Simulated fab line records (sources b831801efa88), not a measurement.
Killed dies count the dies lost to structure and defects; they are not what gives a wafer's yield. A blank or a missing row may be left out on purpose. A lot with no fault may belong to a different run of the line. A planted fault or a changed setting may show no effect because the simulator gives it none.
Which tool is to blame?    flow sky130    Sampling: 13 lots, 39 wafers, 5 of 708 route steps

WHAT THE GAUGES SHOWED, per wafer
SKY_NWELL_OVL_MEAS_10.
lot   measured     on          NWELL_00_OVL (nm)
L375  day 4 12:47  overlay-02  1.0 -0.2 -1.6
L376  day 4 19:40  overlay-01  1.3 -0.4 -0.7
L380  day 5 16:52  overlay-01  1.7 0.9 1.0
L382  day 6 11:08  overlay-02  3.2 2.7 3.0
L385  day 7 03:58  overlay-01  1.3 0.2 0.5
L384  day 7 04:19  overlay-02  -3.6 -4.5 -3.4
L387  day 7 16:41  overlay-01  -0.2 1.2 -0.1
L388  day 7 21:07  overlay-01  -0.8 -1.1 0.5
L389  day 8 01:38  overlay-02  -1.6 -2.1 -0.9
L394  day 9 04:50  overlay-02  0.5 0.8 0.4
L395  day 9 08:38  overlay-01  -0.4 -0.8 0.9
L396  day 9 13:29  overlay-01  0.2 1.9 1.4
L397  day 9 21:19  overlay-02  0.3 -0.9 0.6

SKY_NWELL_RS_MEAS_29: measurement is done with a four-point probe.
lot   measured      on            NWELL_RS (ohm/sq)
L375  day 5 06:56   filmMetro-03  608.6 607.4 609.5
L376  day 5 14:01   filmMetro-02  622.9 621.6 620.9
L380  day 6 12:04   filmMetro-02  620.7 623.2 621.8
L382  day 7 07:58   filmMetro-01  625.2 625.2 626.2
L385  day 8 01:25   filmMetro-02  605.1 606.7 606.4
L384  day 8 01:50   filmMetro-01  606.7 606.4 607.0
L387  day 8 21:59   filmMetro-01  627.0 625.5 625.2
L388  day 8 18:04   filmMetro-03  621.5 624.3 623.2
L389  day 8 23:21   filmMetro-03  621.8 622.7 622.2
L394  day 10 03:25  filmMetro-03  626.7 626.5 624.3
L395  day 10 08:14  filmMetro-03  625.6 625.2 627.4
L396  day 10 13:25  filmMetro-03  625.7 625.3 625.8
L397  day 10 20:54  filmMetro-03  623.5 623.4 624.4

SKY_LOCAL_INTERCONNECT_CD_MEAS_11: the cd target is 170 nm.
lot   measured      on        cdNm (nm)
L375  day 30 07:23  cdSem-01  168.7 171.1 170.1
L376  day 30 17:58  cdSem-01  170.7 170.0 168.2
L380  day 32 04:25  cdSem-01  172.5 172.7 170.7
L382  day 32 23:03  cdSem-01  172.6 172.7 172.1
L385  day 34 20:07  cdSem-02  172.6 171.5 169.9
L384  day 34 21:38  cdSem-01  169.1 169.5 169.8
L387  day 35 02:16  cdSem-02  168.6 169.6 168.9
L388  day 35 00:13  cdSem-01  168.7 168.1 168.1
L389  day 35 04:57  cdSem-02  168.9 169.8 170.8
L394  day 36 11:40  cdSem-01  170.6 170.1 170.7
L395  day 36 18:46  cdSem-02  170.3 170.0 170.8
L396  day 37 05:57  cdSem-01  170.7 169.3 170.7
L397  day 37 12:34  cdSem-02  170.8 171.0 170.2

SKY_CONTACT_THK_MEAS_26: measures by xrf.
lot   measured      on            CONTACT_W_THK (nm)
L375  day 31 13:41  filmMetro-03  340 336 338
L376  day 31 23:57  filmMetro-04  329 329 330
L380  day 33 10:04  filmMetro-02  332 329 333
L382  day 34 04:59  filmMetro-03  339 338 340
L385  day 36 00:59  filmMetro-03  337 333 333
L384  day 36 01:56  filmMetro-02  339 336 336
L387  day 36 07:11  filmMetro-03  331 335 332
L388  day 36 05:11  filmMetro-02  336 334 335
L389  day 36 10:32  filmMetro-03  330 330 328
L394  day 37 16:26  filmMetro-04  330 335 340
L395  day 37 22:56  filmMetro-03  340 335 341
L396  day 38 09:56  filmMetro-03  332 336 333
L397  day 38 16:24  filmMetro-03  332 334 333

EACH LOT AND THE TOOL THAT RAN IT (in order: tool; ch and the chambers of the sampled wafers; start)
lot   SKY_NWELL_IMPLANT_13
L375  implanter-03 ch 0, day 4 13:08
L376  implanter-04 ch 0, day 4 20:00
L380  implanter-03 ch 0, day 5 17:12
L382  implanter-02 ch 0, day 6 11:31
L385  implanter-04 ch 0, day 7 04:18
L384  implanter-03 ch 0, day 7 04:39
L387  implanter-04 ch 0, day 8 01:05
L388  implanter-03 ch 0, day 7 21:27
L389  implanter-03 ch 0, day 8 02:01
L394  implanter-04 ch 0, day 9 05:10
L395  implanter-03 ch 0, day 9 08:59
L396  implanter-04 ch 0, day 9 13:52
L397  implanter-03 ch 0, day 9 21:40
- SKY_NWELL_IMPLANT_13

WHAT THE TOOLS THEMSELVES READ (means of the sampled wafers that have a number; where no wafer has one, the mark that the record gives instead)
SKY_NWELL_IMPLANT_13.
lot   tool          faradayCurrentUA
L375  implanter-03  3.96
L376  implanter-04  3.98
L380  implanter-03  4.09
L382  implanter-02  3.89
L385  implanter-04  3.91
L384  implanter-03  4.00
L387  implanter-04  3.94
L388  implanter-03  3.94
L389  implanter-03  4.00
L394  implanter-04  4.00
L395  implanter-03  3.95
L396  implanter-04  3.98
L397  implanter-03  4.00

THE ANSWER, worked out from the rows above alone
Rule: the usual values come from the lots themselves. The widest of any qualifying gaps counts: lots, ordered by their means at a reading, are off when they make up no more than a third of the lots, leave a main group of 4 or more, and stand apart from it by 3 or more times the standard deviation of that group's means. A main group whose means are all the same, to the digits that the tables above print for the reading, isn't used. Also off: a lot with no number at a reading for which 4 or more lots have one. All remaining lots with rows at the step are treated as sound. After the gauges, taken in route order, come the tools' own readings; for these a lot's mean is taken, as printed above. The first step at which some lot is off is used, and at that step the reading that is off furthest; a lot without a number counts as furthest.
Off: L375, L385, L384, seen at SKY_NWELL_RS_MEAS_29 (NWELL_RS). The main group has a mean of 624.2 ohm/sq with a standard deviation of 1.7.
A tool fits if, at a process step before that reading, it ran every lot that is off, and no sound lot after the first of them. The gauges at SKY_NWELL_RS_MEAS_29 are tried like those tools. Not one of the candidates tried fits.

WHAT THE SIMULATOR HAD PUT IN
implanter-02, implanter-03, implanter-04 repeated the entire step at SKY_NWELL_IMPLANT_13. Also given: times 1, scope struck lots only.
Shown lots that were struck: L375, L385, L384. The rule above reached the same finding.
